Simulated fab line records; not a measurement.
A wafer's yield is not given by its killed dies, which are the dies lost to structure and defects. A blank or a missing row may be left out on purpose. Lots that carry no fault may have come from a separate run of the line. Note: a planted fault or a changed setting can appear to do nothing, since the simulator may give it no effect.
fab line records	flow gf180mcu
record lots=10	wafers=30	lastDay=34
route steps=602 shown HV_LDD@213 PSD@257 SAB@273
lots untouched by any fault: they come from a run of this same line in which no faults occurred
startH: start of the lot's first displayed wafer, in hours after the record's first day	waitH: how many hours have passed since the lot's step before this one	" the same as in the row above	L1.1+2: a row that stands for several wafers	- value missing, or start not given	* or withheld: withheld	< > ~ a bound
route shown NAME@n: NAME is a module with steps in the file, n the number in the route of the first one	usual: the fault-free wafers' mean and standard deviation	same: alike in all rows	chamber/n: place in a boat	sites: the reading at each site	_std_site: their standard deviation	_edge_site: inner sites' mean taken away from outer sites' mean	radiusMm: for every site, how far away it sits from the centre of the wafer	mask NAME#n: copy n	behind: the last tool/chamber to shape the wafer	hold: cause of the lot's hold/its duration in hours/its outcome	device: names the non-switching transistor (n, p or np)	end of line: at the end of the route, the tests of the same wafers	step lacking rows: just its recipe	killed: dies lost to structure and defects at the first sort, not the wafer's yield	map: per-die view of a wafer (x killed, . not killed, _ where there is no die)
set.NAME: the run value of the setting; set.NAME@STEP: its run value at that earlier step	model.NAME: the simulator's own value behind a step, which no gauge read
route steps across a sampled set of lots; one table per step, one row per wafer
services: when a tool's chamber went out of use (startH, in hours from the record's first day, below 0 if earlier), for how many hours, and the reason
## steps
# step GF_HV_LDD_STRIP_37
# recipe chemistry=O2/N2	powerW=1400	pressureMtorr=1500	platenTempC=250	o2FlowSccm=3000	n2FlowSccm=300	overashFraction=0.5
# usual drypumpMotorCurrentA=5.7/0.52	heaterPowerW=336/25	n2FlowSccm=300.0/0.89	oesProductAu=0.716/0.0042	stripTimeToEndpointS=12.65/0.038
lot.wafer	tool	chamber	startH	waitH	drypumpMotorCurrentA	heaterPowerW	n2FlowSccm	oesProductAu	rfHoursCounterH	stripTimeToEndpointS
L964.2	plasmaAsher-01	0	284.17	0.1	5.9	373	301.4	0.711	61	12.64
L964.4	"	1	"	"	4.9	337	299.4	0.713	-	12.60
L964.5	"	0	"	"	5.9	374	301.2	0.716	-	12.64
L965.1	plasmaAsher-02	0	291.77	0.1	6.3	333	300.8	0.716	16	12.63
L965.3	"	1	"	"	5.8	317	302.2	0.721	-	12.62
L965.6	"	1	"	"	5.9	321	301.2	0.714	-	12.64
L969.3	plasmaAsher-02	0	316.22	0.1	6.3	334	299.9	0.712	-	12.63
L969.4	"	1	"	"	5.9	327	299.1	0.711	-	12.64
L969.6	"	0	"	"	6.3	323	298.6	0.723	-	12.64
L973.4	plasmaAsher-01	0	349.41	0.1	5.9	371	299.4	0.714	-	12.58
L973.5	"	0	"	"	5.9	376	301.3	0.719	-	12.59
L973.6	"	1	"	"	4.9	330	300.6	0.713	-	12.59
L974.3	plasmaAsher-01	1	354.80	0.1	4.9	335	301.2	0.712	-	12.65
L974.4	"	0	"	"	5.9	383	300.8	0.722	-	12.70
L974.5	"	0	"	"	5.9	364	301.7	0.714	-	12.68
L978.3	plasmaAsher-02	1	384.51	0.1	5.9	326	300.0	0.714	-	12.55
L978.4	"	0	"	"	6.3	323	299.4	0.711	-	12.57
L978.6	"	0	"	"	6.3	324	300.8	0.728	-	12.59
L980.2	plasmaAsher-01	1	405.69	0.1	4.9	347	299.9	0.722	75	12.64
L980.5	"	1	"	"	4.9	344	300.0	0.710	-	12.62
L980.6	"	0	"	"	5.9	383	299.1	0.713	-	12.60
L981.2	plasmaAsher-02	0	411.74	0.1	6.3	326	299.6	0.713	26	12.64
L981.4	"	1	"	"	5.9	324	300.0	0.709	-	12.68
L981.5	"	0	"	"	6.3	328	299.5	0.714	-	12.62
L982.2	plasmaAsher-02	1	418.22	0.1	5.9	317	300.8	0.717	27	12.65
L982.3	"	1	"	"	5.9	324	300.1	0.718	-	12.64
L982.5	"	0	"	"	6.4	332	300.6	0.717	-	12.67
L984.1	plasmaAsher-03	1	434.62	0.1	5.8	294	298.9	0.712	62	12.61
L984.2	"	0	"	"	5.0	350	299.2	0.713	62	12.66
L984.3	"	0	"	"	5.0	342	299.2	0.713	-	12.64
# step GF_HV_LDD_STRIP_49
# recipe chemistry=O2/N2	powerW=1400	pressureMtorr=1500	platenTempC=250	o2FlowSccm=3000	n2FlowSccm=310.8	overashFraction=0.5
# usual drypumpMotorCurrentA=5.8/0.51	heaterPowerW=331/24	n2FlowSccm=310.7/0.93	oesProductAu=0.716/0.0045	stripTimeToEndpointS=12.65/0.035
lot.wafer	tool	chamber	startH	waitH	drypumpMotorCurrentA	heaterPowerW	n2FlowSccm	oesProductAu	rfHoursCounterH	stripTimeToEndpointS
L964.2	plasmaAsher-02	0	304.38	0.1	6.4	332	309.4	0.716	17	12.68
L964.4	"	0	"	"	6.3	317	310.0	0.721	-	12.70
L964.5	"	1	"	"	5.8	320	312.0	0.719	-	12.69
L965.1	plasmaAsher-01	0	311.77	0.1	5.9	378	312.1	0.729	64	12.64
L965.3	"	1	"	"	4.9	348	310.4	0.721	-	12.65
L965.6	"	0	"	"	5.9	378	310.7	0.720	-	12.62
L969.3	plasmaAsher-03	0	337.50	0.1	5.0	351	311.4	0.720	-	12.66
L969.4	"	1	"	"	5.8	288	309.9	0.720	-	12.61
L969.6	"	1	"	"	5.9	291	310.1	0.715	-	12.67
L973.4	plasmaAsher-03	1	372.17	0.1	5.8	294	310.1	0.711	-	12.64
L973.5	"	0	"	"	4.9	340	311.8	0.718	-	12.60
L973.6	"	1	"	"	5.9	283	310.3	0.721	-	12.60
L974.3	plasmaAsher-03	1	376.90	0.1	5.8	291	309.1	0.715	-	12.72
L974.4	"	0	"	"	5.0	347	311.9	0.722	-	12.65
L974.5	"	0	"	"	5.0	348	310.5	0.718	-	12.67
L978.3	plasmaAsher-02	1	408.07	0.1	5.9	323	311.3	0.719	-	12.61
L978.4	"	0	"	"	6.3	318	312.7	0.722	-	12.64
L978.6	"	0	"	"	6.3	311	310.2	0.717	-	12.65
L980.2	plasmaAsher-02	0	430.19	0.1	6.3	327	312.2	0.717	28	12.61
L980.5	"	1	"	"	5.8	323	311.6	0.718	-	12.66
L980.6	"	0	"	"	6.3	319	311.8	0.708	-	12.62
L981.2	plasmaAsher-01	1	436.07	0.1	4.9	344	309.2	0.719	1	12.68
L981.4	"	0	"	"	6.0	365	310.4	0.726	-	12.69
L981.5	"	1	"	"	4.9	340	311.5	0.709	-	12.68
L982.2	plasmaAsher-03	1	441.92	0.1	5.8	293	311.5	0.715	63	12.61
L982.3	"	0	"	"	5.0	353	311.2	0.713	-	12.66
L982.5	"	1	"	"	5.9	292	312.5	0.716	-	12.66
L984.1	plasmaAsher-02	0	461.27	0.1	6.3	328	311.8	0.719	31	12.59
L984.2	"	1	"	"	5.9	325	310.7	0.715	31	12.63
L984.3	"	0	"	"	6.3	324	311.8	0.714	-	12.57
# step GF_PSD_IMPLANT_09
# recipe species=BF2	energyKev=40.9	doseCm2=1.5e+15	tiltDeg=7
# usual beamOnS=10.00/0.22	faradayCurrentUA=8250/180
lot.wafer	tool	chamber	startH	waitH	beamOnS	faradayCurrentUA
L964.2	implanter-04	0	349.10	0.0	9.72	8437
L964.4	"	0	"	"	10.04	8227
L964.5	"	0	"	"	9.44	8698
L965.1	implanter-02	0	358.57	0.0	10.00	8234
L965.3	"	0	"	"	10.52	7807
L965.6	"	0	"	"	10.04	8196
L969.3	implanter-02	0	384.97	0.1	10.03	8163
L969.4	"	0	"	"	10.02	8229
L969.6	"	0	"	"	10.02	8261
L973.4	implanter-02	0	421.55	0.1	7.99	10252
L973.5	"	0	"	"	8.35	9861
L973.6	"	0	"	"	8.04	10270
L974.3	implanter-02	0	427.99	0.1	8.35	9918
L974.4	"	0	"	"	8.15	10099
L974.5	"	0	"	"	8.10	10232
L978.3	implanter-04	0	461.47	0.1	9.85	8370
L978.4	"	0	"	"	9.91	8321
L978.6	"	0	"	"	9.92	8273
L980.2	implanter-04	0	487.70	0.0	10.45	7924
L980.5	"	0	"	"	9.57	8624
L980.6	"	0	"	"	10.13	8150
L981.2	implanter-02	0	488.00	0.0	10.29	7991
L981.4	"	0	"	"	10.08	8158
L981.5	"	0	"	"	9.71	8508
L982.2	implanter-02	0	493.26	0.0	10.04	8230
L982.3	"	0	"	"	10.03	8236
L982.5	"	0	"	"	10.06	8204
L984.1	implanter-03	0	512.42	0.0	9.96	8325
L984.2	"	0	"	"	10.25	8029
L984.3	"	0	"	"	10.12	8160
# step GF_PSD_STRIP_10
# recipe chemistry=O2/N2	powerW=1400	pressureMtorr=1500	platenTempC=250	o2FlowSccm=3000	n2FlowSccm=300	overashFraction=0.5
# usual drypumpMotorCurrentA=5.5/0.55	heaterPowerW=330/37	n2FlowSccm=300.0/0.9	oesProductAu=0.590/0.0045	stripTimeToEndpointS=16.63/0.04
lot.wafer	tool	chamber	startH	waitH	drypumpMotorCurrentA	heaterPowerW	n2FlowSccm	oesProductAu	rfHoursCounterH	stripTimeToEndpointS
L964.2	plasmaAsher-03	0	349.22	0.1	5.0	353	299.3	0.590	53	16.60
L964.4	"	1	"	"	5.8	289	299.4	0.589	-	16.55
L964.5	"	1	"	"	5.8	294	301.1	0.591	-	16.59
L965.1	plasmaAsher-04	0	358.72	0.1	4.6	308	299.5	0.596	77	16.61
L965.3	"	0	"	"	4.6	306	300.2	0.590	-	16.60
L965.6	"	1	"	"	5.7	422	301.3	0.600	-	16.63
L969.3	plasmaAsher-03	1	385.10	0.1	5.8	295	300.9	0.588	-	16.58
L969.4	"	0	"	"	4.9	342	300.6	0.594	-	16.59
L969.6	"	1	"	"	5.9	281	299.7	0.582	-	16.55
L973.4	plasmaAsher-03	1	421.66	0.1	5.8	292	299.9	0.594	-	16.02
L973.5	"	0	"	"	4.9	336	300.5	0.603	-	16.06
L973.6	"	1	"	"	5.8	295	301.3	0.603	-	16.05
L974.3	plasmaAsher-02	0	428.12	0.1	6.3	330	301.9	0.605	-	16.06
L974.4	"	1	"	"	5.9	318	300.2	0.602	-	16.05
L974.5	"	1	"	"	5.9	316	299.0	0.603	-	16.04
L978.3	plasmaAsher-04	1	461.61	0.1	5.6	420	301.4	0.586	-	16.61
L978.4	"	0	"	"	4.6	310	298.8	0.593	-	16.61
L978.6	"	1	"	"	5.7	412	300.5	0.593	-	16.61
L980.2	plasmaAsher-03	0	487.82	0.1	5.0	343	298.7	0.583	68	16.66
L980.5	"	0	"	"	5.0	348	299.1	0.590	-	16.67
L980.6	"	1	"	"	5.9	286	299.1	0.587	-	16.64
L981.2	plasmaAsher-04	0	488.12	0.1	4.6	309	300.6	0.597	90	16.58
L981.4	"	1	"	"	5.7	416	298.1	0.592	-	16.61
L981.5	"	0	"	"	4.6	311	299.6	0.583	-	16.61
L982.2	plasmaAsher-02	1	493.38	0.1	5.9	324	299.7	0.592	35	16.61
L982.3	"	1	"	"	5.9	329	299.9	0.586	-	16.62
L982.5	"	1	"	"	5.9	330	300.1	0.587	-	16.60
L984.1	plasmaAsher-04	1	512.57	0.1	5.7	416	301.4	0.583	93	16.62
L984.2	"	0	"	"	4.6	315	299.7	0.596	93	16.64
L984.3	"	1	"	"	5.7	426	301.8	0.596	-	16.62
# step GF_PSD_TW_MEAS_11
# usual PSD_TW=3210/21
lot.wafer	tool	chamber	startH	waitH	PSD_TW
L964.2	filmMetro-01	-	349.33	0.1	3218
L964.4	"	-	"	"	3214
L964.5	"	-	"	"	3212
L965.1	filmMetro-03	-	358.82	0.1	3207
L965.3	"	-	"	"	3221
L965.6	"	-	"	"	3220
L969.3	filmMetro-03	-	385.19	0.1	3222
L969.4	"	-	"	"	3218
L969.6	"	-	"	"	3211
L973.4	filmMetro-03	-	421.75	0.1	3067
L973.5	"	-	"	"	3089
L973.6	"	-	"	"	3077
L974.3	filmMetro-04	-	428.21	0.1	3076
L974.4	"	-	"	"	3079
L974.5	"	-	"	"	3062
L978.3	filmMetro-04	-	461.69	0.1	3176
L978.4	"	-	"	"	3179
L978.6	"	-	"	"	3168
L980.2	filmMetro-03	-	487.93	0.1	3253
L980.5	"	-	"	"	3263
L980.6	"	-	"	"	3261
L981.2	filmMetro-01	-	488.23	0.1	3212
L981.4	"	-	"	"	3214
L981.5	"	-	"	"	3208
L982.2	filmMetro-03	-	493.49	0.1	3252
L982.3	"	-	"	"	3259
L982.5	"	-	"	"	3248
L984.1	filmMetro-03	-	512.67	0.1	3219
L984.2	"	-	"	"	3222
L984.3	"	-	"	"	3209
# step GF_PSD_RS_MEAS_15
# recipe thkMeasGauge=four-point-probe
# usual PSD_RS=107.69/0.28
lot.wafer	tool	chamber	startH	waitH	PSD_RS[ohm/sq]
L964.2	filmMetro-01	-	349.66	0.1	107.42
L964.4	"	-	"	"	107.62
L964.5	"	-	"	"	107.47
L965.1	filmMetro-03	-	359.13	0.1	107.99
L965.3	"	-	"	"	108.03
L965.6	"	-	"	"	108.28
L969.3	filmMetro-01	-	385.53	0.1	108.10
L969.4	"	-	"	"	107.92
L969.6	"	-	"	"	107.83
L973.4	filmMetro-03	-	422.10	0.1	117.65
L973.5	"	-	"	"	117.75
L973.6	"	-	"	"	117.42
L974.3	filmMetro-04	-	428.54	0.1	117.59
L974.4	"	-	"	"	117.88
L974.5	"	-	"	"	117.39
L978.3	filmMetro-03	-	462.09	0.1	108.10
L978.4	"	-	"	"	107.92
L978.6	"	-	"	"	107.66
L980.2	filmMetro-03	-	488.26	0.1	107.30
L980.5	"	-	"	"	107.56
L980.6	"	-	"	"	107.79
L981.2	filmMetro-01	-	488.56	0.1	107.66
L981.4	"	-	"	"	107.86
L981.5	"	-	"	"	107.88
L982.2	filmMetro-04	-	493.82	0.1	107.63
L982.3	"	-	"	"	107.83
L982.5	"	-	"	"	107.41
L984.1	filmMetro-01	-	512.98	0.1	107.63
L984.2	"	-	"	"	107.82
L984.3	"	-	"	"	107.81
# step GF_SAB_CD_MEAS_09
# recipe targetCdNm=420
# usual cdNm=420.2/2.4
lot.wafer	tool	chamber	startH	waitH	cdNm
L964.2	cdSem-01	-	371.89	0.1	420.6
L964.4	"	-	"	"	418.1
L964.5	"	-	"	"	422.3
L965.1	cdSem-02	-	381.78	0.1	418.1
L965.3	"	-	"	"	417.4
L965.6	"	-	"	"	417.0
L969.3	cdSem-01	-	408.91	0.1	422.6
L969.4	"	-	"	"	420.3
L969.6	"	-	"	"	423.7
L973.4	cdSem-02	-	446.09	0.1	423.9
L973.5	"	-	"	"	424.2
L973.6	"	-	"	"	425.4
L974.3	cdSem-01	-	452.92	0.1	419.9
L974.4	"	-	"	"	420.4
L974.5	"	-	"	"	422.1
L978.3	cdSem-02	-	486.36	0.1	420.3
L978.4	"	-	"	"	416.4
L978.6	"	-	"	"	419.5
L980.2	cdSem-02	-	511.40	0.1	423.8
L980.5	"	-	"	"	424.7
L980.6	"	-	"	"	423.9
L981.2	cdSem-01	-	511.84	0.1	420.4
L981.4	"	-	"	"	421.9
L981.5	"	-	"	"	421.8
L982.2	cdSem-02	-	516.90	0.1	420.4
L982.3	"	-	"	"	418.0
L982.5	"	-	"	"	419.1
L984.1	cdSem-02	-	536.53	0.1	422.2
L984.2	"	-	"	"	421.9
L984.3	"	-	"	"	420.5
## services
tool	chamber	startH	hours	kind
implanter-03	-	294.65	1.4	repair
implanter-04	-	325.86	5.3	repair
plasmaAsher-02	-	329.72	17.7	repair
implanter-02	-	344.05	2.5	repair
implanter-04	-	364.21	0.8	repair
plasmaAsher-04	-	367.78	1.1	repair
implanter-02	-	372.65	1.6	repair
plasmaAsher-02	-	391.21	4.3	pm
implanter-03	-	405.47	6.5	pm
plasmaAsher-01	-	421.25	9.0	pm
plasmaAsher-01	0	421.25	9.0	ventCycle
plasmaAsher-01	1	421.25	9.0	ventCycle
implanter-03	-	425.03	3.8	repair
plasmaAsher-01	0	430.25	-	clean
plasmaAsher-01	1	430.25	-	clean
implanter-04	-	430.82	5.7	pm
implanter-02	-	473.24	3.3	pm
## key
firstSign step=GF_PSD_IMPLANT_09	reading=faradayCurrentUA	direction=up	sigmas=10	usual=8250	struck=10105
effect step=GF_PSD_IMPLANT_09	reading=beamOnS	direction=down	sigmas=8.2	usual=10.00	struck=8.16
effect step=GF_PSD_STRIP_10	reading=stripTimeToEndpointS	direction=down	sigmas=15	usual=*	struck=*
effect step=GF_PSD_TW_MEAS_11	reading=PSD_TW	direction=down	sigmas=6.5	usual=3210	struck=3075
effect step=GF_PSD_RS_MEAS_15	reading=PSD_RS	direction=up	sigmas=35	usual=107.69	struck=117.61
metAt GF_PSD_IMPLANT_09
struckLots L973,L974
testerLeftOut L973,L974
notActingAt GF_HV_LDD_STRIP_37,GF_HV_LDD_STRIP_49,GF_SAB_CD_MEAS_09
onsetBetween 384.97 421.55
fault kind=processParameterDrift	tool=implanter-02	chamber=-	onsetH=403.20	steps=GF_PSD_IMPLANT_09	channel=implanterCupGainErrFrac	offset=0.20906	shape=step	endH=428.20
# testerLeftOut: of these lots the tester's yield and bins aren't shown, on N5 and GAA mostly nor the transistor test; their killed dies are dies lost to structure and defects alone, not to doping, threshold or leakage, so they don't give the yield
